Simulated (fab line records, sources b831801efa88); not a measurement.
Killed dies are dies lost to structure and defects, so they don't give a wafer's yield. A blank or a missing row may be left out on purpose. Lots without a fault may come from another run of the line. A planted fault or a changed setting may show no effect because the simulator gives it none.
One fault seen from 2 desks | flow gf180mcu | each desk has only its own numbers; what lay behind them comes last

THE METROLOGY DESK
What the gauges read, lot by lot, whatever tool the lot ran on: means of the sampled wafers that have a number. A lot is out of limits, marked OUT, if its mean lies more than 4 standard deviations from the usual mean; the brackets give that distance.
Columns: A = MIM_ALCU_RS at GF_MIM_RS_MEAS_10, usual 0.1607 ohm/sq; B = PASSIVATION_CVD_02_THK at GF_PASSIVATION_THK_MEAS_03, usual 702 nm
lot  | first seen here | A      | B
L147 | day 24 12:13    | 0.1605 | 701
L148 | day 25 01:46    | 0.1633 | 706
L149 | day 25 07:01    | 0.1565 | 703
L150 | day 25 18:32    | 0.1611 | 698
L153 | day 26 18:55    | 0.1591 | 812 (+12) OUT
L154 | day 27 00:24    | 0.1620 | 705
L161 | day 29 00:20    | 0.1593 | 703
L162 | day 29 07:25    | 0.1626 | 701
L164 | day 29 20:08    | 0.1613 | 703
L166 | day 30 13:53    | 0.1599 | 683
L167 | day 30 20:50    | 0.1605 | 703
L168 | day 30 20:58    | 0.1593 | 694
L169 | day 31 02:17    | 0.1598 | 713
This desk's finding: out of limits on L153; first on L153, day 30 06:47 (PASSIVATION_CVD_02_THK at GF_PASSIVATION_THK_MEAS_03). In limits: L147, L148, L149, L150, L154, L161, L162, L164, L166, L167, L168, L169.

THE TOOL OWNER'S DESK: pecvd-01
The tool's own readings at GF_PASSIVATION_CVD_02 (deposits Si3N4, target thk 700 nm, time 486.18 s): means of the sampled wafers that have a number, for each lot that ran on this tool. A lot is out of limits, marked OUT, if its mean lies more than 4 standard deviations from the usual mean; the brackets give that distance.
Columns: A = heater_power_w at GF_PASSIVATION_CVD_02, usual 727 W
lot  | first seen here | A
L147 | day 28 03:59    | 762
L150 | day 29 08:16    | 692
L153 | day 30 06:30    | 747
L169 | day 34 00:40    | 787
This desk's finding: nothing out of limits on any of the 4 lots.

PUT TOGETHER
The metrology desk could have raised an alarm at day 30 06:47, on L153.
The tool owner's desk saw nothing out of limits.
The tool owner's desk has L153 on record, within its limits.
Of the lots named, all ran GF_PASSIVATION_CVD_02 on pecvd-01.

WHAT THE SIMULATOR HAD PUT IN
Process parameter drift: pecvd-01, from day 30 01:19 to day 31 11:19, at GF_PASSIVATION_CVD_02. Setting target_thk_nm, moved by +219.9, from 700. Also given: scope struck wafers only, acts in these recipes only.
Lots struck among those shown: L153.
Hours from the fault's start to each desk's first reading out of limits: the metrology desk, 5.
